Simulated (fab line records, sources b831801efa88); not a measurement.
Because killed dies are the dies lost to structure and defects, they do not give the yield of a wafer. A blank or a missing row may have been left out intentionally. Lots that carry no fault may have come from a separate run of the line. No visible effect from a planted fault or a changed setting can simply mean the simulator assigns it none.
Chamber matching -- flow gf180mcu -- cmp-02 running GF_CONTACT_CMP_04: 4 sister chambers
The step polishes SiO2. 16 wafers are shown with their chamber, then 7 later ones without.

## EACH WAFER AND ITS CHAMBER
wafer,chamber,motor_current_A (A),time_to_endpoint_s (s)
L229.3,0,11.3,108
L229.4,3,12.1,117
L229.6,1,12.4,114
L230.2,2,10.7,108
L230.5,0,10.7,113
L230.6,3,12.3,117
L233.3,3,11.7,107
L233.4,1,12.1,110
L233.5,0,11.8,107
L235.1,2,10.3,108
L235.4,0,11.7,111
L235.6,2,10.5,108
L237.2,2,11.2,102
L237.4,1,12.8,106
L237.5,2,10.8,110
L241.3,0,10.8,109

SIGNATURES (averages over the wafers above)
reading,chamber 0,chamber 1,chamber 2,chamber 3,scatter within a chamber
motor_current_A,11.260,12.433,10.700,12.033,0.398
time_to_endpoint_s,109.60,110.00,107.20,113.67,3.64
Rule: a wafer lies at a distance from a chamber equal to the root of the sum of squares, over the readings, of (its reading less the chamber's mean, divided by the reading's scatter). If the next closest chamber is less than 2 further off than the closest, the wafer can't be placed; otherwise it belongs to the closest. How the scatter is found: for the shown wafers, subtract from each reading the mean of its chamber, square and add these, divide the total by (wafers less chambers), then take the root.

## WAFERS MISSING THEIR CHAMBER
wafer,motor_current_A (A),time_to_endpoint_s (s)
L241.6,11.3,119
L240.1,12.7,134
L240.3,11.2,108
L240.4,12.5,118
L249.2,12.0,110
L249.3,11.3,108
L249.5,12.2,120

## WHICH CHAMBER EACH WENT THROUGH
wafer,from the rows above,in truth
L241.6,can't be placed: 3 or 0 or 2 or 1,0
L240.1,can't be placed: 3 or 1 or 0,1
L240.3,can't be placed: 0 or 2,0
L240.4,can't be placed: 3 or 1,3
L249.2,can't be placed: 3 or 1 or 0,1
L249.3,can't be placed: 0 or 2 or 3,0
L249.5,can't be placed: 3 or 1 or 0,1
0 of 7 placed correctly. Not placeable from these rows: 7 (in 7, the candidates include the true chamber). Placed wrongly: 0.
